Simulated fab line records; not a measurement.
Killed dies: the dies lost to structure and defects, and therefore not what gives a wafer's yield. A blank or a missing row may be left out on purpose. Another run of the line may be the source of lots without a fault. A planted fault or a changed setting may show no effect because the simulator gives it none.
A struck lot beside a sound one -- flow sky130 -- 32 steps out of a route of 708
Sound: the wafers L440.1, L440.2, L440.3. Struck: wafer L456.6 (L456.4, L456.5, from the same lot, were not struck and are left out); the cause is given at the end.
Order at every step that has rows: each side's tool, ch and its chambers, its first start. Under that, the readings that differ: sound wafers -- struck wafers -- difference of the means -- sigmas: that difference in standard deviations of wafers without a fault.
alike: readings with means less than 2 such deviations apart, plus words and numbers identical on both sides. not compared: withheld readings, readings lacking a value on some wafer, bounds such as >300 that could conceal the same value, and numbers that have no deviation in the record and whose values overlap.
Wherever a step has rows on one side only, a row that says differs or no value, or a row with sigmas, the two part there. Numbers that have no deviation but don't overlap get no sigmas and don't part them. A reading that every wafer of one side lacks parts them only if that side has two wafers or more.

first, 5 steps without rows for these wafers: SKY_CONTACT_ETCH_18 (etches Si3N4 in CHF3/O2, stops on TiN, time 39 s, target depth 75 nm); SKY_CONTACT_STRIP_19 (strips in O2/N2); SKY_CONTACT_STRIP_20 (strips in post etch residue remover, time 1200 s); SKY_CONTACT_CLEAN_21 (cleans in IPA, time 180 s); SKY_CONTACT_CLEAN_22 (cleans in O3/DIW).
SKY_CONTACT_SPUTTER_23: material TiN, target thk 20 nm, time 80 s.
  struck on pvdSputter-04, day 36 18:33; sound on pvdSputter-02, day 31 12:21
  alike: cathodeDcPowerW, throttleValvePct
SKY_CONTACT_CVD_24: deposits W, target thk 340 nm, time 102.12 s.
  sound on cvdW-01 ch 0,1, day 31 12:25; struck on cvdW-02 ch 1, day 36 18:39
  alike: heaterPowerW
  not compared: sinceWetCleanH
SKY_CONTACT_RS_MEAS_25: a four-point-probe measurement.
  struck on filmMetro-03, day 36 18:47; sound on filmMetro-04, day 31 12:31
  alike: CONTACT_W_RS
SKY_CONTACT_THK_MEAS_26: measures by xrf.
  struck on filmMetro-03, day 36 18:53; sound on filmMetro-04, day 31 12:38
  alike: CONTACT_W_THK
SKY_CONTACT_CMP_27: polishes, stops on SiO2, t overpolish 15 s, target thk 0 nm.
  sound on cmp-01 ch 1,2,3, day 31 12:42; struck on cmp-01 ch 1, day 36 19:01
  alike: motorCurrentA, overpolishRunS, slurryFilterDpKPa, timeToEndpointS
then, 2 steps without rows for these wafers: SKY_METAL1_SPUTTER_00 (material Ti, target thk 15 nm, time 10 s); SKY_METAL1_SPUTTER_01 (material TiN, target thk 20 nm, time 16.7 s).
SKY_METAL1_SPUTTER_02: material AlCu, target thk 250 nm, time 13.3 s.
  struck on pvdSputter-02, day 36 19:15; sound on pvdSputter-02, day 31 13:03
reading,sound,struck,difference,sigmas
cathodeDcPowerW (W),10602 10602 10596,10596,-4,-2
model.AlCu_of_METAL1_SPUTTER_02.thkNm (nm),244.9 248.1 250.3,241.7,-6.1,
  alike: throttleValvePct
SKY_METAL1_SPUTTER_03: material Ti, target thk 5 nm, time 3.3 s.
  struck on pvdSputter-02, day 36 19:17; sound on pvdSputter-02, day 31 13:04
  alike: cathodeDcPowerW, throttleValvePct
SKY_METAL1_SPUTTER_04: material TiN, target thk 70 nm, time 58.3 s.
  struck on pvdSputter-02, day 36 19:18; sound on pvdSputter-02, day 31 13:05
  alike: cathodeDcPowerW, throttleValvePct
SKY_METAL1_RS_MEAS_05: a four-point-probe measurement.
  struck on filmMetro-02, day 36 19:24; sound on filmMetro-03, day 31 13:08
reading,sound,struck,difference,sigmas
METAL1_ALCU_RS (ohm/sq),0.1297 0.1279 0.1267,0.1313,+0.0032,+2
SKY_METAL1_THK_MEAS_06: measures by xrf.
  struck on filmMetro-02, day 36 19:29; sound on filmMetro-03, day 31 13:16
  alike: METAL1_ALCU_THK
then, 8 steps without rows for these wafers: SKY_METAL1_DEHYDRATE_07 (time 60 s); SKY_METAL1_HMDS_08 (prime time 60 s); SKY_METAL1_COAT_09 (resist thk 60 nm); SKY_METAL1_COAT_10 (resist thk 450 nm); SKY_METAL1_SOFTBAKE_11 (time 90 s); SKY_METAL1_EXPOSE_12 (exposes mask MM1, target cd 140 nm); SKY_METAL1_PEB_13; SKY_METAL1_DEVELOP_14 (develop time 60 s).
SKY_METAL1_CD_MEAS_15: the cd target is 140 nm.
  struck on cdSem-01, day 37 21:33; sound on cdSem-02, day 32 16:32
reading,sound,struck,difference,sigmas
cdNm (nm),136.8 136.2 136.6,140.0,+3.5,+2
SKY_METAL1_OVL_MEAS_16:
  struck on overlay-01, day 37 21:37; sound on overlay-01, day 32 16:40
  alike: METAL1_OVL
then, 2 steps without rows for these wafers: SKY_METAL1_DESCUM_17 (chemistry O2, time 8 s); SKY_METAL1_ETCH_18 (etches BARC in N2/H2, stops on SiO2, time 45.9 s, target depth 60 nm).
SKY_METAL1_METAL_ETCH_19: etches the open film in Cl2/BCl3, stops on SiO2, target depth 360 nm, time 78 s.
  sound on rieMetal-02 ch 0,1, day 32 16:47; struck on rieMetal-02 ch 0, day 37 21:46
reading,sound,struck,difference,sigmas
oesProductAu (a.u.),0.842 0.856 0.861,0.868,+0.015,+2
model.METAL1.featureDepthNm (nm),353.9 356.3 359.1,369.9,+13.5,
model.etch.depthNm (nm),353.9 356.3 359.1,369.9,+13.5,
  alike: drypumpMotorCurrentA, heBacksideLeakSccm, rfFwdPowerW, throttleValvePct
  not compared: rfHoursCounterH
then, 1 step without rows for these wafers: SKY_METAL1_STRIP_20 (strips in O2/N2).
-- the record jumps here: 12 days lie between the struck wafers' starts before and after (it left off in module METAL1 and takes up again in module PAD_OPEN, whose first step shown is number 708 of the route) --
SKY_PAD_OPEN_PROBE_99:
  struck on prober-01, day 49 15:59; sound on prober-01, day 45 18:41
reading,sound,struck,difference,sigmas
sort_bin_6_memory (%),5.7 4.1 5.7,7.9,+2.7,+2
model.etest.met1.rsOhmSq,0.1305 0.1291 0.1288,0.1331,+0.0036,
  alike: defectLimitedYield, killed_at_M0_to_M3, killed_at_M4_up, killedAtContacts, killedAtFrontEnd, killedAtOther, killedDies, killedOpen, killedShort, sort_bin_3_pad_short, sort_bin_5_function, sortNPass, sortYieldPct

WHERE THEY PART
Earliest at SKY_METAL1_SPUTTER_02; latest, in this record, at SKY_PAD_OPEN_PROBE_99.

WHY: what the simulator had put in
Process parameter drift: pvdSputter-02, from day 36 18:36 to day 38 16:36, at SKY_METAL1_SPUTTER_02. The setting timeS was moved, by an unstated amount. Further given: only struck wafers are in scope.
